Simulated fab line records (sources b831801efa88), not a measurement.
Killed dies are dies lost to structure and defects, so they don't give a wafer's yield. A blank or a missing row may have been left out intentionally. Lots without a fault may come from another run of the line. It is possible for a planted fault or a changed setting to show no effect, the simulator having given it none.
Problem report, 8D (eight disciplines) form, completed by code | flow gf180mcu | the parts of the form that need people (team, actions taken, sign-off) are left out

## 1. WHAT IS WRONG
Wafers without a fault read 39.99 Torr, standard deviation 0.091; chamber_pressure_Torr at GF_V5_CVD_23 reads a mean of 36.84 Torr on 2 wafers belonging to 2 lots. Measured from the usual mean, that is -35 standard deviations.
The step: deposits W, target thk 350 nm, time 104.9 s.
Earliest sighting: wafer L847.4 on cvd_w-02 at day 30 07:26. At this step, 36 wafers from 12 lots have a number in the record. Rule for "out" (also "out of limits"): further than 4 standard deviations from the usual mean. Any other wafer with a number is counted as sound.

## 2. WHAT IT IS; WHAT IT IS NOT
question                    | is                    | is not
which readings at this step | chamber_pressure_Torr | heater_power_w, susceptor_temp_C
which lots                  | L847, L848            | L837, L839, L840, L842, L843, L845, L849, L856, L858, L860
which wafers of those lots  | L847.4, L848.2        | L847.1, L847.5, L848.1, L848.5
read on which tools         | cvd_w-02              | cvd_w-01
when                        | from day 30 07:26     | up to then (20 sound wafers); but 14 sound wafers of L848, L849, L856, L858, L860 came after

## 3. THE SUSPECTS, EACH WITH WHAT RULES IT OUT
Counting: any tool at a process step up to the reading remains a suspect provided it ran every lot that is out. Sound lots after the first of them don't rule it out here, since some wafers of a struck lot are sound.
- cvd_w-02 at GF_V5_CVD_23 (deposits W, target thk 350 nm, time 104.9 s): kept. Every lot that is out went through it, the first being L847 (day 30 07:26); the last sound lot it ran before that was L843 (day 29 03:44). Out on those wafers are its own readings of chamber_pressure_Torr.
- Within cvd_w-02 at GF_V5_CVD_23, the wafers that are out were processed in chamber 0 and their sound lot-mates in chamber 1.
Left after counting: cvd_w-02 at GF_V5_CVD_23.

## 4. THE CAUSE (what the simulator had put in)
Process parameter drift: cvd_w-02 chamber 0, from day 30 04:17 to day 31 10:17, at GF_V5_CVD_23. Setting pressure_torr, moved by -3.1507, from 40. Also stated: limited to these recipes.
Counting left only this tool.

## 5. THE CHAIN OF EFFECTS, in route order
Each row: a reading where the mean over the struck wafers with a number is more than 3 standard deviations away from the usual. Readings are gone through only where the record gives a usual standard deviation; hours: the median, over the lots, of the time from a lot's start at the first step in this table giving one to that lot's start at this step; sigmas: the change measured in usual standard deviations.
hours | step             | reading               | usual        | on struck wafers | change | sigmas
0     | GF_V5_CVD_23     | chamber_pressure_Torr | 39.99 Torr   | 36.84            | -3.15  | -35
0     | GF_V5_RS_MEAS_24 | V5_W_RS               | 0.330 ohm/sq | 0.341            | +0.011 | +3.4
Its process steps:
- GF_V5_CVD_23: deposits W, target thk 350 nm, time 104.9 s.

## 6. WHAT WOULD HAVE CAUGHT IT SOONER
3 hours passed between the start of the fault at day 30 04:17 and the first reading out of limits in this record, taken at day 30 07:26.
